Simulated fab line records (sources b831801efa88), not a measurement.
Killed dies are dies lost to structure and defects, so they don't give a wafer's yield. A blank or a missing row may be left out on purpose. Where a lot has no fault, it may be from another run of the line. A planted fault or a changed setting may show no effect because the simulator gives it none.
The tool behind it: which one? | flow gf180mcu | 33 wafers from 11 lots sampled at 2 of the route's 602 steps

== WHAT THE GAUGES READ, wafer by wafer ==
GF_V1_RS_MEAS_24: measures by four-point-probe.
lot  | measured     | on            | V1_W_RS (ohm/sq)
L723 | day 18 10:02 | film_metro-04 | 0.325 0.325 0.324
L724 | day 18 11:43 | film_metro-04 | 0.328 0.325 0.327
L726 | day 19 04:13 | film_metro-03 | 0.325 0.325 0.326
L729 | day 22 05:47 | film_metro-01 | 0.326 0.326 0.321
L732 | day 22 11:45 | film_metro-01 | 0.331 0.326 0.508
L734 | day 23 02:07 | film_metro-04 | 0.326 0.322 0.508
L738 | day 24 17:57 | film_metro-01 | 0.322 0.317 0.322
L739 | day 25 03:53 | film_metro-03 | 0.319 0.329 0.323
L740 | day 25 20:19 | film_metro-03 | 0.320 0.324 0.326
L742 | day 26 03:46 | film_metro-03 | 0.331 0.333 0.329
L743 | day 26 15:19 | film_metro-04 | 0.326 0.326 0.330

== EACH LOT AND THE TOOL THAT RAN IT (in order: tool; ch and the chambers of the sampled wafers; start) ==
lot  | GF_V1_CVD_23
L723 | cvd_w-02 ch 0,1, day 18 09:54
L724 | cvd_w-02 ch 0,1, day 18 11:35
L726 | cvd_w-02 ch 0,1, day 19 04:05
L729 | cvd_w-01 ch 0,1, day 22 05:41
L732 | cvd_w-02 ch 0,1, day 22 11:38
L734 | cvd_w-02 ch 0,1, day 23 02:00
L738 | cvd_w-01 ch 0,1, day 24 17:49
L739 | cvd_w-01 ch 0,1, day 25 03:47
L740 | cvd_w-01 ch 0,1, day 25 20:11
L742 | cvd_w-02 ch 0,1, day 26 03:38
L743 | cvd_w-02 ch 0,1, day 26 15:11
- GF_V1_CVD_23: deposits W, target thk 350 nm, time 105.05 s.

== THE ANSWER, worked out from the rows above alone ==
Rule: what is usual is taken from the lots themselves. The widest of any qualifying gaps counts: lots, ordered by their means at a reading, are off when they make up no more than a third of the lots, leave a main group of 4 or more, and stand apart from it by 3 or more times the standard deviation of that group's means. If all means in a main group match to the digits the tables above print for the reading, that group is not used. Also off: a lot with no number at a reading for which 4 or more lots have one. Any other lot the step has rows for is counted as sound.
Off: L732, L734, at GF_V1_RS_MEAS_24 (V1_W_RS). Mean 0.325 ohm/sq and standard deviation 0.0028 in the main group.
If a tool, at a process step before that reading, ran all the lots that are off and no sound lot after the first of them, it fits. The gauges at GF_V1_RS_MEAS_24 are tried like those tools. None of those tried fits.

== WHAT THE SIMULATOR PUT IN ==
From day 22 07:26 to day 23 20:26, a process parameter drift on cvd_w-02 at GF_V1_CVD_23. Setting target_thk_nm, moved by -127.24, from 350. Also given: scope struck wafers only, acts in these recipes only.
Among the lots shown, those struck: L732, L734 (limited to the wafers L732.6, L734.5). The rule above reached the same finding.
